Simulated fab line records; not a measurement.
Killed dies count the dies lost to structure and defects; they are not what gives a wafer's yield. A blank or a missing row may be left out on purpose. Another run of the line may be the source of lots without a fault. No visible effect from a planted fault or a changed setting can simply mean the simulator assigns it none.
The tool behind it: which one?	flow gf180mcu	21 wafers from 7 lots sampled at 2 of the route's 602 steps

## WHAT EACH GAUGE READ, for each wafer
GF_V1_THK_MEAS_01.
lot	measured	on	V1_CVD_00_THK (nm)
L953	day 18 03:04	film metro-01	597 599 593
L958	day 20 05:32	film metro-02	606 609 617
L961	day 21 02:14	film metro-01	595 591 602
L963	day 21 18:41	film metro-04	602 598 597
L970	day 23 22:16	film metro-04	597 589 594
L972	day 24 14:35	film metro-01	604 602 601
L974	day 25 01:06	film metro-02	602 600 605

## TOOL THAT RAN EACH LOT (tool first, then ch and the chambers of the sampled wafers, then the start)
lot	GF_CONTACT_CMP_27
L953	cmp-02 ch 0,1,2, day 17 01:51
L958	cmp-02 ch 1,2,3, day 19 03:30
L961	cmp-02 ch 0,2,3, day 20 00:48
L963	cmp-01 ch 2,3, day 20 17:32
L970	cmp-01 ch 1,2,3, day 22 22:39
L972	cmp-02 ch 2,3, day 23 15:07
L974	cmp-01 ch 1,2,3, day 24 02:06
- GF_CONTACT_CMP_27: polishes, stops on SiO2, t overpolish 15 s, target thk 0 nm.

## THE ANSWER, worked out from the rows above alone
Rule: the lots themselves supply what counts as usual. Put in order of their means at a reading, lots are off if they are a third of the lots or fewer, leave a main group of 4 or more, and stand apart from it by a gap of 3 or more times the standard deviation of the main group's means; of several such gaps the widest counts. A main group is skipped when, at the precision printed for the reading in the tables above, its means are all equal. A lot without any number at a reading at which 4 lots or more have one is off too. Where the step has rows for the other lots, those lots are counted as sound.
Across all readings shown, no lot is off: no conclusion can be drawn from this.

## WHAT THE SIMULATOR PUT IN
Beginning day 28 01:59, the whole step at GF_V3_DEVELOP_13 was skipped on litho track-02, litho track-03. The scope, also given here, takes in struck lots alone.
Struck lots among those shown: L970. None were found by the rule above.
